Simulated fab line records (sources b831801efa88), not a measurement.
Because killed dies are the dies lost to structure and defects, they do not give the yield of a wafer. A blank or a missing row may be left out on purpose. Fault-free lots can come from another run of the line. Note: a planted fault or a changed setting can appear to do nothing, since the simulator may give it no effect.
Problem report, 8D (eight disciplines) form, completed by code -- flow sky130 -- the parts of the form that need people (team, actions taken, sign-off) are left out

1. WHAT IS WRONG
Mean VT_ADJUST_NCORE_TW at SKY_VT_ADJUST_NCORE_TW_MEAS_11: 229.4 over 6 wafers in 2 lots; fault-free wafers: 218.6, standard deviation 1.5. Relative to the usual mean, that is a shift of +7.2 standard deviations.
The first sign was on wafer L846.1 at day 13 18:31, on film-metro-03. The record holds 39 wafers of 13 lots with a number at this step. By rule, "out" or "out of limits" means more than 4 standard deviations away from the usual mean. The other wafers with a number count as sound.

2. WHAT IT IS, WHAT IT ISN'T
question,is,is not
which readings at this step,VT_ADJUST_NCORE_TW,-
which lots,"L846, L851","L829, L830, L831, L833, L836, L838, L839, L842, L844, L849, L850"
which wafers of those lots,all that have a number,-
read on which gauges,"film-metro-03, film-metro-04",film-metro-01
when,from day 13 18:31,"up to then (27 sound wafers); but 6 sound wafers of L849, L850 came after"

3. SUSPECTS, AND WHAT RULES EACH OUT
Counting: any tool at a process step up to the reading is kept as a suspect provided that every lot that is out went through it and no sound lot did after the first of them.
- ruled out: the gauge at SKY_VT_ADJUST_NCORE_TW_MEAS_11. Those wafers that are out were read across 2 gauges (film-metro-03, film-metro-04).
- implanter-02 at SKY_VT_ADJUST_NCORE_IMPLANT_09: kept. All lots that are out passed through it, beginning with L846 at day 13 18:16, and no sound lot followed; its final sound lot before that point was L842 at day 12 10:16. Out on those wafers are its own readings of beam-on-s, faraday-current-uA.
Left after counting: implanter-02 at SKY_VT_ADJUST_NCORE_IMPLANT_09.

4. THE CAUSE (what the simulator had put in)
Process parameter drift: implanter-02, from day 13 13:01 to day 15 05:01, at SKY_VT_ADJUST_NCORE_IMPLANT_09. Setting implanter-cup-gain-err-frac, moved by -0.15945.
After counting, this tool was the only one left.

5. THE EFFECT CHAIN, in route order
Rows list readings where the struck wafers' mean (over those with a number) sits beyond 3 standard deviations from the usual. Readings are gone through only where the record gives a usual standard deviation; hours: the median, over the lots, of the time from a lot's start at the first step in this table giving one to that lot's start at this step; sigmas: the change measured in usual standard deviations.
hours,step,reading,usual,on struck wafers,change,sigmas
0,SKY_VT_ADJUST_NCORE_IMPLANT_09,beam-on-s,10.03 s,11.83,+1.80,+9.0
0,SKY_VT_ADJUST_NCORE_IMPLANT_09,faraday-current-uA,13.49,11.46,-2.03,-7.5
0,SKY_VT_ADJUST_NCORE_TW_MEAS_11,VT_ADJUST_NCORE_TW,218.6,229.4,+10.8,+7.2
The process steps in it:
- SKY_VT_ADJUST_NCORE_IMPLANT_09
At these later measuring or inspecting steps, every struck wafer for which the step has a row has a number for every such reading, and none has moved that far: SKY_LDD_P_OVL_MEAS_08, SKY_LI_CONTACT_RS_MEAS_22.

6. HOW IT WOULD HAVE BEEN CAUGHT EARLIER
The first out-of-limits reading at a measuring or inspecting step in this record came at day 13 18:31, 6 hours after the fault's start at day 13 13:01.
At SKY_VT_ADJUST_NCORE_IMPLANT_09, the tool's own readings (beam-on-s, faraday-current-uA) were out on each struck wafer the step has a row for, so an alarm limit on them would have fired on the first such wafer.
Of the lots that are out (2), L851 began SKY_VT_ADJUST_NCORE_IMPLANT_09 on implanter-02 after day 13 18:31. A tool hold placed at that time would have kept it from harm.
